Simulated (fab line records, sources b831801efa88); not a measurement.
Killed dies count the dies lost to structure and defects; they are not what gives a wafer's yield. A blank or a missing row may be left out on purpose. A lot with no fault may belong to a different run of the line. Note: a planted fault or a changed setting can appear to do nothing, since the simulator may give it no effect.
Chamber matching    flow gf180mcu    4 sister chambers for GF_V4_CMP_04 on cmp-02
The step polishes SiO2. 4 wafers are shown with their chamber, then 12 later ones without.

## WAFERS, EACH WITH ITS CHAMBER
wafer   chamber  motor_current_A (A)
L082.5  1        14.6
L085.1  0        12.1
L085.3  3        11.3
L085.4  2        12.0

## WAFERS MISSING THEIR CHAMBER
wafer   motor_current_A (A)
L088.2  11.4
L088.5  14.0
L088.6  11.9
L087.1  14.3
L087.4  12.3
L087.6  10.6
L092.1  14.7
L092.3  12.1
L092.6  11.7
L094.1  14.6
L094.2  12.3
L094.6  11.8

## THE CHAMBER EACH PASSED THROUGH
wafer   from the rows above           in truth
L088.2  can't be placed: 3 or 2 or 0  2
L088.5  1                             1
L088.6  can't be placed: 2 or 0 or 3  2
L087.1  1                             1
L087.4  can't be placed: 0 or 2       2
L087.6  3                             3
L092.1  1                             1
L092.3  can't be placed: 0 or 2       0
L092.6  can't be placed: 2 or 3 or 0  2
L094.1  1                             1
L094.2  can't be placed: 0 or 2       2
L094.6  can't be placed: 2 or 0 or 3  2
5 of 12 placed correctly. From these rows, 7 cannot be placed; in 7 the true chamber is one of the candidates. Wrongly placed: 0.
How it was worked out, from the rows above alone: a wafer's distance from a chamber is the root of the sum, over the readings, of the square of ((its reading less the chamber's mean) divided by the reading's scatter). The wafer belongs to the nearest chamber; if the next one is less than 2 further off, it can't be placed. A chamber's mean is the mean of its shown wafers. The scatter: root of mean squared gap, hidden wafer to nearest shown wafer, with one shown wafer a chamber.
